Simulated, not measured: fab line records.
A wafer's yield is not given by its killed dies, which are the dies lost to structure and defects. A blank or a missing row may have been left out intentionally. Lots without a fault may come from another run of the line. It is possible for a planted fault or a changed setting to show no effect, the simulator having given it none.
fab line records | flow gf180mcu
record: lots: 5 wafers: 15 last_day: 32
route steps=602 shown V1@347 M2@362
lots untouched by any fault: they come from a run of this same line in which no faults occurred
start_h: start of the lot's first displayed wafer, in hours after the record's first day | wait_h: time in hours since the lot's previous step | " the same as in the row above | L1.1+2: a row that stands for several wafers | - either no value or no given start | * or withheld: withheld | < > ~ a bound
route shown NAME@n: names a module that has steps shown in the file, with the first one's number in the route | usual: mean/standard deviation taken from wafers without a fault | same: alike in all rows | chamber/n: place in a boat | sites: readings site by site | _std_site: their standard deviation | _edge_site: inner sites' mean taken away from outer sites' mean | radius_mm: how far each site lies from the wafer's centre | mask NAME#n: copy n | behind: the last tool/chamber to shape the wafer | hold: why the lot went on hold/how many hours it stayed there/how the hold came to an end | device: names the non-switching transistor (n, p or np) | end of line: at the end of the route, the tests of the same wafers | step lacking rows: just its recipe | killed: count of dies lost to structure and defects at first sort (not the wafer's yield) | map: per-die view of a wafer (x killed, . not killed, _ where there is no die)
set.NAME: the setting the step ran with; set.NAME@STEP: the setting that earlier step ran with | model.NAME: the simulator's own value behind a step, which no gauge read
lots at selected steps of the route; one table per step, one row per wafer
services: a tool's chamber out of use, with start hour (start_h, from the record's first day; less than 0 if before it), hours out, and reason
== steps ==
step: GF_V1_PEB_12
recipe: peb_temp_c: 135 peb_time_s: 90 resist: KrF
usual: exhaust_pa: 45.2/0.87 heater_power_total_W: 85.71/0.084
columns lot.wafer tool chamber start_h wait_h exhaust_pa heater_power_total_W
L075.1 litho_track-04 0 - - 45.0 85.64
L075.4 " 0 " " 45.5 85.67
L075.5 " 0 " " 45.5 85.55
L077.2 litho_track-04 0 - - 45.1 85.70
L077.3 " 0 " " 44.9 85.81
L077.5 " 0 " " 44.6 85.74
L086.1 litho_track-03 0 - - 45.0 85.53
L086.2 " 0 " " 46.9 85.82
L086.6 " 0 " " 46.0 85.83
L087.2 litho_track-02 0 - - 44.8 85.79
L087.4 " 0 " " 43.7 85.64
L087.6 " 0 " " 44.6 85.80
L089.2 litho_track-03 0 - - 44.1 85.71
L089.3 " 0 " " 45.1 85.77
L089.4 " 0 " " 45.2 85.72
step: GF_V1_DEVELOP_13
recipe: develop_time_s: 60 resist: KrF dev_temp_c: 21
usual: developer_temp_C: 21.01/0.11 exhaust_pa: 44.9/0.91
columns lot.wafer tool chamber start_h wait_h developer_temp_C exhaust_pa
L075.1 litho_track-04 0 415.94 0.2 21.14 46.3
L075.4 " 0 " " 21.07 45.5
L075.5 " 0 " " 21.00 46.0
L077.2 litho_track-04 0 429.57 0.2 21.01 45.0
L077.3 " 0 " " 20.95 43.8
L077.5 " 0 " " 20.88 45.8
L086.1 litho_track-03 0 515.44 0.2 21.08 46.1
L086.2 " 0 " " 21.15 45.1
L086.6 " 0 " " 21.11 43.4
L087.2 litho_track-02 0 530.39 0.2 21.13 44.9
L087.4 " 0 " " 21.13 44.2
L087.6 " 0 " " 21.12 45.4
L089.2 litho_track-03 0 549.72 0.2 21.10 46.2
L089.3 " 0 " " 21.19 47.3
L089.4 " 0 " " 21.20 45.2
step: GF_V1_CD_MEAS_14
recipe: target_cd_nm: 260
usual: cd_nm: 260.1/1.2
columns lot.wafer tool chamber start_h wait_h cd_nm
L075.1 cd_sem-02 - 416.09 0.1 258.2
L075.4 " - " " 258.5
L075.5 " - " " 259.8
L077.2 cd_sem-02 - 429.71 0.1 259.3
L077.3 " - " " 258.1
L077.5 " - " " 259.0
L086.1 cd_sem-02 - 515.59 0.1 260.5
L086.2 " - " " 259.8
L086.6 " - " " 260.9
L087.2 cd_sem-02 - 530.53 0.1 261.1
L087.4 " - " " 261.6
L087.6 " - " " 260.6
L089.2 cd_sem-02 - 549.86 0.1 261.3
L089.3 " - " " 261.7
L089.4 " - " " 260.8
step: GF_V1_OVL_MEAS_15
usual: V1_OVL: -1/5.4
columns lot.wafer tool chamber start_h wait_h V1_OVL[nm]
L075.1 overlay-01 - 416.21 0.1 1
L075.4 " - " " 5
L075.5 " - " " 3
L077.2 overlay-02 - 429.82 0.1 0
L077.3 " - " " -7
L077.5 " - " " -3
L086.1 overlay-01 - 515.71 0.1 -9
L086.2 " - " " -5
L086.6 " - " " 2
L087.2 overlay-01 - 530.64 0.1 -4
L087.4 " - " " -6
L087.6 " - " " 3
L089.2 overlay-01 - 549.97 0.1 -1
L089.3 " - " " -1
L089.4 " - " " 5
step: GF_V1_ETCH_16
recipe: chemistry: N2/H2 target_depth_a: withheld overetch_a: withheld time_s: withheld target: BARC ion_energy_ev: 200 source_w: 500 bias_w: 100 pressure_mtorr: 30 n2_flow_sccm: 100 h2_flow_sccm: 200
usual: bias_w: 100.02/0.26 drypump_motor_current_A: 5.7/0.42 oes_product_au: 0.855/0.0048 throttle_valve_pct: 13.224/0.0099
columns lot.wafer tool chamber start_h wait_h bias_w drypump_motor_current_A oes_product_au throttle_valve_pct
L075.1 rie_diel-01 2 416.25 0.0 100.38 6.3 0.848 13.234
L075.4 " 3 " " 99.71 5.4 0.859 13.223
L075.5 " 2 " " 100.66 6.3 0.850 13.221
L077.2 rie_diel-03 2 429.85 0.0 99.80 5.8 0.854 13.220
L077.3 " 1 " " 100.05 6.5 0.854 13.238
L077.5 " 3 " " 100.16 5.4 0.855 13.235
L086.1 rie_diel-04 1 515.75 0.0 100.21 5.9 0.847 13.238
L086.2 " 2 " " 100.20 5.4 0.848 13.221
L086.6 " 2 " " 100.28 5.4 0.848 13.214
L087.2 rie_diel-03 3 530.67 0.0 100.21 5.4 0.861 13.248
L087.4 " 2 " " 100.49 5.8 0.854 13.216
L087.6 " 2 " " 99.92 5.8 0.854 13.227
L089.2 rie_diel-01 2 550.00 0.0 100.25 6.4 0.854 13.219
L089.3 " 0 " " 99.90 5.5 0.852 13.213
L089.4 " 3 " " 100.29 5.4 0.852 13.226
step: GF_V1_ETCH_17
recipe: chemistry: C4F8/O2/Ar mask_material: KrF target: SiO2 stop_on: TiN source_w: 1500 bias_w: 1200 pressure_mtorr: 40 c4f8_flow_sccm: withheld O2_flow_sccm: 6 Ar_flow_sccm: 300 time_s: withheld target_depth_a: 6300
usual: bias_w: 1200/3.2 oes_product_au: 0.856/0.0042
columns lot.wafer tool chamber start_h wait_h bias_w oes_product_au
L075.1 rie_diel-01 2 - - 1203 0.857
L075.4 " 3 " " 1203 0.855
L075.5 " 2 " " 1203 0.859
L077.2 rie_diel-03 2 - - 1201 0.855
L077.3 " 1 " " 1200 0.860
L077.5 " 3 " " 1197 0.854
L086.1 rie_diel-04 1 - - 1198 0.851
L086.2 " 2 " " 1196 0.857
L086.6 " 2 " " 1202 0.852
L087.2 rie_diel-03 3 - - 1205 0.856
L087.4 " 2 " " 1200 0.853
L087.6 " 2 " " 1196 0.856
L089.2 rie_diel-01 2 - - 1201 0.851
L089.3 " 0 " " 1205 0.846
L089.4 " 3 " " 1203 0.849
step: GF_V1_STRIP_18
recipe: chemistry: O2/N2 power_w: 1400 pressure_mtorr: 1500 platen_temp_c: 250 o2_flow_sccm: 3000 n2_flow_sccm: 300 overash_fraction: 0.5
usual: drypump_motor_current_A: 5.9/0.32 heater_power_w: 369/36 oes_product_au: 0.592/0.0051
same: overash_fraction: 0.5
columns lot.wafer tool chamber start_h wait_h drypump_motor_current_A heater_power_w oes_product_au rf_hours_counter_h
L075.1 plasma_asher-04 0 416.38 - 6.2 417 0.589 78
L075.4 " 0 " " 6.2 403 0.585 -
L075.5 " 0 " " 6.2 408 0.600 -
L077.2 plasma_asher-04 1 429.98 - 6.1 321 0.591 79
L077.3 " 1 " " 6.1 318 0.594 -
L077.5 " 0 " " 6.3 396 0.588 -
L086.1 plasma_asher-03 0 515.88 - 5.3 363 0.589 71
L086.2 " 1 " " 6.1 335 0.590 71
L086.6 " 1 " " 6.1 340 0.595 -
L087.2 plasma_asher-04 0 530.80 - 6.3 407 0.583 89
L087.4 " 0 " " 6.3 411 0.592 -
L087.6 " 1 " " 6.0 318 0.593 -
L089.2 plasma_asher-04 0 550.13 - 6.2 412 0.605 91
L089.3 " 1 " " 6.1 317 0.597 -
L089.4 " 0 " " 6.3 409 0.597 -
step: GF_V1_STRIP_19
recipe: chemistry: post_etch_residue_remover time_s: 1200 temp_c: 72.5
usual: temp_c: 72.50/0.11
columns lot.wafer tool chamber start_h wait_h temp_c
L075.1 wet_bench-01 2 416.48 0.1 72.43
L075.4 " 2 " " 72.57
L075.5 " 2 " " 72.40
L077.2 wet_bench-01 3 430.08 0.1 72.55
L077.3 " 3 " " 72.46
L077.5 " 3 " " 72.49
L086.1 wet_bench-01 1 515.98 0.1 72.38
L086.2 " 1 " " 72.54
L086.6 " 1 " " 72.49
L087.2 wet_bench-01 1 530.90 0.1 72.32
L087.4 " 1 " " 72.35
L087.6 " 1 " " 72.44
L089.2 wet_bench-01 0 550.23 0.1 72.49
L089.3 " 0 " " 72.54
L089.4 " 0 " " 72.53
step: GF_V1_CLEAN_20
recipe: chemistry: DIW dry: n2_spin
columns lot.wafer tool chamber start_h wait_h
L075.1+4+5 wet_bench-03 3 416.85 0.0
L077.2+3+5 wet_bench-02 0 430.42 0.0
L086.1+2+6 wet_bench-01 0 516.32 0.0
L087.2+4+6 wet_bench-03 0 531.58 0.0
L089.2+3+4 wet_bench-02 2 550.60 0.0
step: GF_V1_SPUTTER_21
recipe: material: Ti target_thk_nm: 15 chamber_pressure_pa: 5 power_w: 2500 substrate_temp_c: 200 time_s: 80.02
usual: throttle_valve_pct: 29.7/0.86
columns lot.wafer tool chamber start_h wait_h throttle_valve_pct
L075.1 pvd_sputter-01 - 416.95 0.0 28.6
L075.4 " - " " 29.0
L075.5 " - " " 30.7
L077.2 pvd_sputter-02 - 430.53 0.0 29.4
L077.3 " - " " 30.0
L077.5 " - " " 29.2
L086.1 pvd_sputter-02 - 516.41 0.0 29.6
L086.2 " - " " 29.3
L086.6 " - " " 30.0
L087.2 pvd_sputter-02 - 531.67 0.0 29.4
L087.4 " - " " 29.2
L087.6 " - " " 29.1
L089.2 pvd_sputter-01 - 550.69 0.0 31.0
L089.3 " - " " 29.1
L089.4 " - " " 30.8
step: GF_V1_SPUTTER_22
recipe: material: TiN target_thk_nm: 10 chamber_pressure_pa: 5 power_w: 4000 time_s: 40
usual: throttle_valve_pct: 29.6/0.9
columns lot.wafer tool chamber start_h wait_h throttle_valve_pct
L075.1 pvd_sputter-01 - 417.01 0.0 28.8
L075.4 " - " " 29.0
L075.5 " - " " 30.8
L077.2 pvd_sputter-02 - 430.59 0.0 29.5
L077.3 " - " " 30.1
L077.5 " - " " 29.3
L086.1 pvd_sputter-02 - 516.47 0.0 29.7
L086.2 " - " " 29.0
L086.6 " - " " 30.1
L087.2 pvd_sputter-02 - 531.74 0.0 29.6
L087.4 " - " " 29.0
L087.6 " - " " 29.3
L089.2 pvd_sputter-01 - 550.75 0.0 30.9
L089.3 " - " " 28.9
L089.4 " - " " 31.0
step: GF_V1_CVD_23
recipe: material: W target_thk_nm: 350 time_s: 105.05 temp_c: 400 pressure_torr: 40
usual: chamber_pressure_Torr: 40.01/0.076 heater_power_w: 812/64
columns lot.wafer tool chamber start_h wait_h chamber_pressure_Torr heater_power_w
L075.1 cvd_w-02 0 417.05 0.0 40.17 771
L075.4 " 1 " " 40.08 752
L075.5 " 0 " " 40.08 784
L077.2 cvd_w-01 1 430.63 0.0 40.03 785
L077.3 " 1 " " 40.11 777
L077.5 " 0 " " 39.88 908
L086.1 cvd_w-01 0 516.51 0.0 40.06 901
L086.2 " 1 " " 39.94 788
L086.6 " 1 " " 40.05 793
L087.2 cvd_w-01 0 531.77 0.0 39.96 918
L087.4 " 0 " " 39.97 923
L087.6 " 0 " " 39.90 919
L089.2 cvd_w-01 1 550.79 0.0 40.03 810
L089.3 " 0 " " 39.84 924
L089.4 " 1 " " 40.09 780
step: GF_V1_RS_MEAS_24
recipe: thk_meas_gauge: four-point-probe reads: W_of_V1_CVD_23+TiN_of_V1_SPUTTER_22+Ti_of_V1_SPUTTER_21
usual: V1_W_RS: 0.325/0.0053
columns lot.wafer tool chamber start_h wait_h V1_W_RS[ohm/sq]
L075.1 film_metro-03 - 417.16 0.1 0.330
L075.4 " - " " 0.334
L075.5 " - " " 0.328
L077.2 film_metro-02 - 430.76 0.1 0.324
L077.3 " - " " 0.328
L077.5 " - " " 0.323
L086.1 film_metro-02 - 516.62 0.1 0.319
L086.2 " - " " 0.328
L086.6 " - " " 0.324
L087.2 film_metro-02 - 531.91 0.1 0.317
L087.4 " - " " 0.314
L087.6 " - " " 0.317
L089.2 film_metro-04 - 550.92 0.1 0.326
L089.3 " - " " 0.317
L089.4 " - " " 0.329
step: GF_V1_THK_MEAS_25
recipe: thk_meas_gauge: xrf reads: W_of_V1_CVD_23
usual: V1_W_THK: 357/6.8
columns lot.wafer tool chamber start_h wait_h V1_W_THK[nm]
L075.1 film_metro-03 - 417.28 0.1 355
L075.4 " - " " 352
L075.5 " - " " 355
L077.2 film_metro-02 - 430.87 0.1 358
L077.3 " - " " 353
L077.5 " - " " 358
L086.1 film_metro-02 - 516.74 0.1 363
L086.2 " - " " 354
L086.6 " - " " 360
L087.2 film_metro-02 - 532.02 0.1 368
L087.4 " - " " 371
L087.6 " - " " 369
L089.2 film_metro-04 - 551.03 0.1 356
L089.3 " - " " 367
L089.4 " - " " 353
step: GF_V1_CMP_26
recipe: stop_on: SiO2 down_force_psi: 3.5 platen_rpm: 60 t_overpolish_s: 15 target_thk_nm: 0 pad_velocity_m_s: 0.94248
usual: motor_current_A: 11.1/0.77 overpolish_run_s: 15.000/0.0089 time_to_endpoint_s: 83/4.1
columns lot.wafer tool chamber start_h wait_h motor_current_A overpolish_run_s time_to_endpoint_s
L075.1 cmp-02 3 417.34 0.1 11.9 15.008 83
L075.4 " 0 " " 12.1 14.998 85
L075.5 " 0 " " 11.8 15.002 88
L077.2 cmp-02 0 431.12 0.2 12.0 14.998 91
L077.3 " 2 " " 11.2 15.000 86
L077.5 " 0 " " 11.9 14.995 91
L086.1 cmp-01 0 516.85 0.1 11.4 15.011 86
L086.2 " 2 " " 11.0 15.012 76
L086.6 " 3 " " 11.0 14.995 81
L087.2 cmp-02 3 532.17 0.1 12.5 15.004 84
L087.4 " 0 " " 10.8 15.003 88
L087.6 " 1 " " 9.5 14.998 86
L089.2 cmp-02 1 551.08 0.0 9.1 14.990 86
L089.4 " 2 " " 10.6 15.005 86
L089.3 " 0 " " 12.1 14.994 88
step: GF_M2_SPUTTER_00
recipe: material: Ti target_thk_nm: 37.5 arriving_ion_energy_ev: 80 substrate_temp_c: 200 chamber_pressure_pa: 2 power_w: 4000 time_s: 150
usual: throttle_valve_pct: 29.5/1.1
columns lot.wafer tool chamber start_h wait_h throttle_valve_pct
L075.1 pvd_sputter-03 - 417.64 0.2 30.3
L075.4 " - " " 29.9
L075.5 " - " " 30.5
L077.2 pvd_sputter-03 - 431.42 0.2 30.1
L077.3 " - " " 30.2
L077.5 " - " " 30.2
L086.1 pvd_sputter-03 - 517.10 0.2 30.1
L086.2 " - " " 30.2
L086.6 " - " " 30.1
L087.2 pvd_sputter-04 - 532.37 0.1 28.1
L087.4 " - " " 27.9
L087.6 " - " " 28.6
L089.2 pvd_sputter-03 - 551.38 0.2 30.1
L089.3 " - " " 30.0
L089.4 " - " " 30.6
step: GF_M2_SPUTTER_01
recipe: material: TiN target_thk_nm: 30 power_w: 6500 time_s: 25 chamber_pressure_pa: 0.4
usual: throttle_valve_pct: 29.6/1.1
columns lot.wafer tool chamber start_h wait_h throttle_valve_pct
L075.1 pvd_sputter-03 - 417.74 0.1 30.0
L075.4 " - " " 30.5
L075.5 " - " " 30.4
L077.2 pvd_sputter-03 - 431.52 0.1 30.2
L077.3 " - " " 30.5
L077.5 " - " " 30.1
L086.1 pvd_sputter-03 - 517.20 0.1 30.2
L086.2 " - " " 30.2
L086.6 " - " " 29.8
L087.2 pvd_sputter-04 - 532.47 0.1 27.7
L087.4 " - " " 28.0
L087.6 " - " " 28.7
L089.2 pvd_sputter-03 - 551.48 0.1 30.0
L089.3 " - " " 30.0
L089.4 " - " " 30.5
step: GF_M2_SPUTTER_02
recipe: material: AlCu target_thk_nm: 450 power_w: 10600 time_s: 23.9 chamber_pressure_pa: 0.4
usual: throttle_valve_pct: 29.6/1.1
columns lot.wafer tool chamber start_h wait_h throttle_valve_pct
L075.1 pvd_sputter-03 - 417.77 0.0 30.4
L075.4 " - " " 30.4
L075.5 " - " " 29.9
L077.2 pvd_sputter-03 - 431.55 0.0 30.4
L077.3 " - " " 30.3
L077.5 " - " " 30.0
L086.1 pvd_sputter-03 - 517.23 0.0 30.1
L086.2 " - " " 29.9
L086.6 " - " " 30.1
L087.2 pvd_sputter-04 - 532.50 0.0 27.8
L087.4 " - " " 27.9
L087.6 " - " " 28.9
L089.2 pvd_sputter-03 - 551.52 0.0 30.0
L089.3 " - " " 29.9
L089.4 " - " " 30.3
step: GF_M2_SPUTTER_03
recipe: material: Ti target_thk_nm: 10 substrate_temp_c: 300 chamber_pressure_pa: 0.3096 power_w: 3000 time_s: 6.7
usual: throttle_valve_pct: 29.5/1.1
columns lot.wafer tool chamber start_h wait_h throttle_valve_pct
L075.1 pvd_sputter-03 - 417.80 0.0 30.3
L075.4 " - " " 30.0
L075.5 " - " " 30.2
L077.2 pvd_sputter-03 - 431.58 0.0 30.3
L077.3 " - " " 30.3
L077.5 " - " " 30.2
L086.1 pvd_sputter-03 - 517.26 0.0 30.1
L086.2 " - " " 30.3
L086.6 " - " " 30.3
L087.2 pvd_sputter-04 - 532.53 0.0 27.6
L087.4 " - " " 28.1
L087.6 " - " " 28.7
L089.2 pvd_sputter-03 - 551.55 0.0 30.1
L089.3 " - " " 30.3
L089.4 " - " " 30.2
step: GF_M2_SPUTTER_04
recipe: material: TiN target_thk_nm: 50 power_w: 6500 time_s: 41.7 chamber_pressure_pa: 0.4
usual: throttle_valve_pct: 29.6/1.1
columns lot.wafer tool chamber start_h wait_h throttle_valve_pct
L075.1 pvd_sputter-03 - 417.82 0.0 30.3
L075.4 " - " " 30.1
L075.5 " - " " 29.9
L077.2 pvd_sputter-03 - 431.60 0.0 30.2
L077.3 " - " " 30.5
L077.5 " - " " 30.2
L086.1 pvd_sputter-03 - 517.28 0.0 30.4
L086.2 " - " " 30.1
L086.6 " - " " 30.1
L087.2 pvd_sputter-04 - 532.55 0.0 28.2
L087.4 " - " " 28.1
L087.6 " - " " 28.9
L089.2 pvd_sputter-03 - 551.57 0.0 30.3
L089.3 " - " " 30.2
L089.4 " - " " 30.4
step: GF_M2_RS_MEAS_05
recipe: thk_meas_gauge: four-point-probe reads: TiN_of_M2_SPUTTER_04+Ti_of_M2_SPUTTER_03+AlCu_of_M2_SPUTTER_02+TiN_of_M2_SPUTTER_01+Ti_of_M2_SPUTTER_00
usual: M2_ALCU_RS: 0.0696/0.00074
columns lot.wafer tool chamber start_h wait_h M2_ALCU_RS[ohm/sq]
L075.1 film_metro-01 - 417.86 0.0 0.0699
L075.4 " - " " 0.0688
L075.5 " - " " 0.0688
L077.2 film_metro-01 - 431.66 0.0 0.0701
L077.3 " - " " 0.0715
L077.5 " - " " 0.0710
L086.1 film_metro-02 - 517.32 0.0 0.0687
L086.2 " - " " 0.0693
L086.6 " - " " 0.0699
L087.2 film_metro-02 - 532.61 0.0 0.0699
L087.4 " - " " 0.0698
L087.6 " - " " 0.0695
L089.2 film_metro-02 - 551.63 0.0 0.0705
L089.3 " - " " 0.0703
L089.4 " - " " 0.0706
step: GF_M2_THK_MEAS_06
recipe: thk_meas_gauge: xrf reads: AlCu_of_M2_SPUTTER_02
usual: M2_ALCU_THK: 448/5.2
columns lot.wafer tool chamber start_h wait_h M2_ALCU_THK[nm]
L075.1 film_metro-01 - 417.98 0.1 442
L075.4 " - " " 453
L075.5 " - " " 451
L077.2 film_metro-01 - 431.77 0.1 446
L077.3 " - " " 438
L077.5 " - " " 436
L086.1 film_metro-02 - 517.44 0.1 457
L086.2 " - " " 452
L086.6 " - " " 449
L087.2 film_metro-02 - 532.72 0.1 446
L087.4 " - " " 449
L087.6 " - " " 451
L089.2 film_metro-02 - 551.74 0.1 446
L089.3 " - " " 445
L089.4 " - " " 444
step: GF_M2_DEHYDRATE_07
recipe: temp_c: 200 time_s: 60
usual: exhaust_pa: 44.9/0.97 heater_power_total_W: 160.37/0.13
columns lot.wafer tool chamber start_h wait_h exhaust_pa heater_power_total_W
L075.1 litho_track-02 0 429.52 11.5 44.9 160.17
L075.4 " 0 " " 45.3 160.21
L075.5 " 0 " " 45.5 160.62
L077.2 litho_track-01 0 442.64 10.9 45.2 160.28
L077.3 " 0 " " 44.3 160.31
L077.5 " 0 " " 45.6 160.20
L086.1 litho_track-03 0 528.54 11.1 43.0 160.24
L086.2 " 0 " " 43.6 160.33
L086.6 " 0 " " 44.2 160.24
L087.2 litho_track-01 0 542.84 10.1 46.2 160.27
L087.4 " 0 " " 45.9 160.26
L087.6 " 0 " " 46.3 160.37
L089.2 litho_track-03 0 562.02 10.3 46.4 160.29
L089.3 " 0 " " 45.1 160.24
L089.4 " 0 " " 45.1 160.59
step: GF_M2_HMDS_08
recipe: prime_time_s: 60 prime_temp_c: 120
usual: exhaust_pa: 44.9/0.94
columns lot.wafer tool chamber start_h wait_h exhaust_pa
L075.1 litho_track-02 0 429.67 0.1 42.6
L075.4 " 0 " " 42.5
L075.5 " 0 " " 41.9
L077.2 litho_track-01 0 442.79 0.1 45.9
L077.3 " 0 " " 44.8
L077.5 " 0 " " 46.2
L086.1 litho_track-03 0 528.69 0.1 44.0
L086.2 " 0 " " 45.5
L086.6 " 0 " " 44.9
L087.2 litho_track-01 0 542.99 0.1 43.4
L087.4 " 0 " " 44.8
L087.6 " 0 " " 44.4
L089.2 litho_track-03 0 562.17 0.1 43.4
L089.3 " 0 " " 44.0
L089.4 " 0 " " 43.8
step: GF_M2_COAT_09
recipe: resist: KrF spin_rpm: withheld resist_thk_nm: 1000
usual: exhaust_pa: 44.9/0.85
columns lot.wafer tool chamber start_h wait_h exhaust_pa
L075.1 litho_track-02 0 429.82 0.1 45.1
L075.4 " 0 " " 45.7
L075.5 " 0 " " 45.6
L077.2 litho_track-01 0 442.94 0.1 44.7
L077.3 " 0 " " 45.1
L077.5 " 0 " " 44.4
L086.1 litho_track-03 0 528.84 0.1 43.6
L086.2 " 0 " " 45.9
L086.6 " 0 " " 45.3
L087.2 litho_track-01 0 543.14 0.1 45.4
L087.4 " 0 " " 44.6
L087.6 " 0 " " 44.7
L089.2 litho_track-03 0 562.32 0.1 45.5
L089.3 " 0 " " 45.4
L089.4 " 0 " " 44.2
step: GF_M2_SOFTBAKE_10
recipe: temp_c: 130 time_s: 62.93 resist: KrF
usual: exhaust_pa: 44.7/0.92 heater_power_total_W: 93.13/0.065 plate_sensor_t_centre_C: 131.01/0.01 plate_sensor_t_edge_C: 131.21/0.01
columns lot.wafer tool chamber start_h wait_h exhaust_pa heater_power_total_W plate_sensor_t_centre_C plate_sensor_t_edge_C
L075.1 litho_track-02 0 429.97 0.1 45.8 93.23 131.02 131.2
L075.4 " 0 " " 43.7 93.09 131.01 131.2
L075.5 " 0 " " 44.3 93.22 131 131.22
L077.2 litho_track-01 0 443.09 0.1 45.0 93.10 131.02 131.21
L077.3 " 0 " " 45.9 93.00 131.01 131.21
L077.5 " 0 " " 45.6 93.14 131.03 131.22
L086.1 litho_track-03 0 528.99 0.1 44.9 93.01 131.02 131.23
L086.2 " 0 " " 45.3 93.17 131.03 131.21
L086.6 " 0 " " 45.9 93.16 131.03 131.2
L087.2 litho_track-01 0 543.29 0.1 44.2 93.01 131.01 131.21
L087.4 " 0 " " 44.3 93.10 131.02 131.21
L087.6 " 0 " " 44.0 93.08 131.01 131.21
L089.2 litho_track-03 0 562.47 0.1 44.3 93.15 131.02 131.2
L089.3 " 0 " " 43.4 93.16 131.01 131.21
L089.4 " 0 " " 44.1 93.20 131.02 131.23
step: GF_M2_EXPOSE_11
recipe: mask_id: Metal2 target_cd_nm: 280 na: 0.68 source_shape: conventional sigma_outer: 0.6 dose_mj: 28
columns lot.wafer tool chamber start_h wait_h mask
L075.1+4+5 krf_scanner-02 0 - - Metal2#0
L077.2+3+5 krf_scanner-01 0 - - Metal2#0
L086.1+2+6 krf_scanner-02 0 - - Metal2#0
L087.2+4+6 krf_scanner-02 0 - - Metal2#0
L089.2+3+4 krf_scanner-01 0 - - Metal2#0
step: GF_M2_PEB_12
recipe: peb_temp_c: 135 peb_time_s: 90 resist: KrF
usual: exhaust_pa: 45.0/1 heater_power_total_W: 85.70/0.088
columns lot.wafer tool chamber start_h wait_h exhaust_pa heater_power_total_W
L075.1 litho_track-02 0 - - 43.5 85.76
L075.4 " 0 " " 46.6 85.63
L075.5 " 0 " " 44.0 85.58
L077.2 litho_track-02 0 - - 44.6 85.65
L077.3 " 0 " " 45.4 85.67
L077.5 " 0 " " 45.9 85.82
L086.1 litho_track-02 0 - - 45.7 85.80
L086.2 " 0 " " 45.4 85.62
L086.6 " 0 " " 45.7 85.62
L087.2 litho_track-01 0 - - 45.8 85.78
L087.4 " 0 " " 43.8 85.61
L087.6 " 0 " " 43.7 85.79
L089.2 litho_track-03 0 - - 45.9 85.72
L089.3 " 0 " " 45.6 85.72
L089.4 " 0 " " 43.7 85.81
step: GF_M2_DEVELOP_13
recipe: develop_time_s: 60 dev_temp_c: 21
usual: developer_temp_C: 20.99/0.1 exhaust_pa: 44.8/0.87
columns lot.wafer tool chamber start_h wait_h developer_temp_C exhaust_pa
L075.1 litho_track-02 0 441.77 0.2 21.11 45.4
L075.4 " 0 " " 20.93 46.2
L075.5 " 0 " " 20.99 44.3
L077.2 litho_track-02 0 455.19 0.2 21.06 43.9
L077.3 " 0 " " 21.10 44.0
L077.5 " 0 " " 20.94 43.5
L086.1 litho_track-02 0 539.91 0.2 21.12 43.6
L086.2 " 0 " " 21.01 43.8
L086.6 " 0 " " 20.90 45.7
L087.2 litho_track-01 0 554.54 0.2 20.92 46.5
L087.4 " 0 " " 21.00 45.8
L087.6 " 0 " " 21.04 45.8
L089.2 litho_track-03 0 573.07 0.2 20.91 43.5
L089.3 " 0 " " 21.05 44.4
L089.4 " 0 " " 21.12 44.5
step: GF_M2_CD_MEAS_14
recipe: target_cd_nm: 280
usual: cd_nm: 279.5/0.91
columns lot.wafer tool chamber start_h wait_h cd_nm
L075.1 cd_sem-02 - 441.92 0.1 278.6
L075.4 " - " " 278.3
L075.5 " - " " 278.8
L077.2 cd_sem-01 - 455.34 0.1 279.2
L077.3 " - " " 279.0
L077.5 " - " " 278.8
L086.1 cd_sem-02 - 540.06 0.1 280.2
L086.2 " - " " 279.9
L086.6 " - " " 279.3
L087.2 cd_sem-02 - 554.68 0.1 280.0
L087.4 " - " " 279.9
L087.6 " - " " 280.2
L089.2 cd_sem-01 - 573.21 0.1 280.2
L089.3 " - " " 279.7
L089.4 " - " " 280.3
step: GF_M2_OVL_MEAS_15
usual: M2_OVL: -3/5.2
columns lot.wafer tool chamber start_h wait_h M2_OVL[nm]
L075.1 overlay-01 - 442.04 0.1 -1
L075.4 " - " " 11
L075.5 " - " " 2
L077.2 overlay-01 - 455.44 0.1 1
L077.3 " - " " 0
L077.5 " - " " 4
L086.1 overlay-02 - 540.18 0.1 -12
L086.2 " - " " -1
L086.6 " - " " 0
L087.2 overlay-02 - 554.79 0.1 -4
L087.4 " - " " 0
L087.6 " - " " -5
L089.2 overlay-02 - 573.32 0.1 -10
L089.3 " - " " -4
L089.4 " - " " -2
step: GF_M2_METAL_ETCH_16
recipe: chemistry: Cl2/BCl3 mask_material: KrF target_depth_nm: 750.8 stop_on: SiO2 pressure_mtorr: 8 icp_w: 800 bias_w: 140 Cl2_flow_sccm: 80 bcl3_flow_sccm: 40 time_s: 125.1
usual: bias_w: 140.0/0.4 drypump_motor_current_A: 5.54/0.26 oes_product_au: 0.992/0.0055 throttle_valve_pct: 28.227/0.01
columns lot.wafer tool chamber start_h wait_h bias_w drypump_motor_current_A oes_product_au rf_hours_counter_h throttle_valve_pct
L075.1 rie_metal-01 1 442.07 0.0 140.0 5.36 0.987 5 28.219
L075.4 " 0 " " 139.6 5.47 0.985 - 28.224
L075.5 " 1 " " 140.7 5.38 0.991 - 28.238
L077.2 rie_metal-02 0 455.51 0.1 140.6 5.84 0.990 - 28.220
L077.3 " 0 " " 139.0 5.84 1.002 - 28.224
L077.5 " 0 " " 139.6 5.83 0.987 - 28.239
L086.1 rie_metal-01 0 540.22 0.0 140.2 5.48 0.980 1 28.223
L086.2 " 1 " " 139.2 5.39 0.994 9 28.233
L086.6 " 1 " " 139.3 5.37 0.992 - 28.213
L087.2 rie_metal-03 1 554.82 0.0 139.7 6.14 0.981 6 28.227
L087.4 " 0 " " 140.1 5.63 0.983 - 28.237
L087.6 " 0 " " 139.6 5.64 0.985 - 28.233
L089.2 rie_metal-02 1 573.35 0.0 140.1 5.26 0.992 10 28.230
L089.3 " 0 " " 140.2 5.84 0.998 - 28.220
L089.4 " 1 " " 141.3 5.25 1.005 - 28.215
== services ==
columns tool chamber start_h hours kind
pvd_sputter-01 - 399.57 2.4 repair
rie_diel-03 1 400.87 4.3 repair
cmp-02 - 404.00 4.0 pm
wet_bench-01 - 407.15 2.6 repair
rie_diel-01 0 408.73 6.3 repair
rie_diel-03 0 415.63 6.5 repair
rie_diel-03 - 437.73 3.7 repair
pvd_sputter-02 - 448.25 4.5 repair
pvd_sputter-02 - 453.21 4.3 repair
krf_scanner-02 - 453.81 0.8 pm
cvd_w-01 - 459.29 1.9 repair
cvd_w-01 - 466.67 6.9 pm
krf_scanner-02 - 494.10 0.7 repair
krf_scanner-02 - 494.81 0.8 pm
rie_diel-01 2 497.42 1.4 repair
pvd_sputter-02 - 499.35 1.5 repair
krf_scanner-02 - 505.91 1.3 pm
krf_scanner-02 - 512.59 1.0 pm
pvd_sputter-01 - 515.26 2.6 repair
plasma_asher-04 - 524.14 3.7 repair
pvd_sputter-04 - 552.83 0.6 repair
rie_diel-03 1 558.97 12.3 repair
krf_scanner-02 - 562.75 1.1 repair
rie_diel-01 - 566.21 4.0 pm
== key ==
fault none
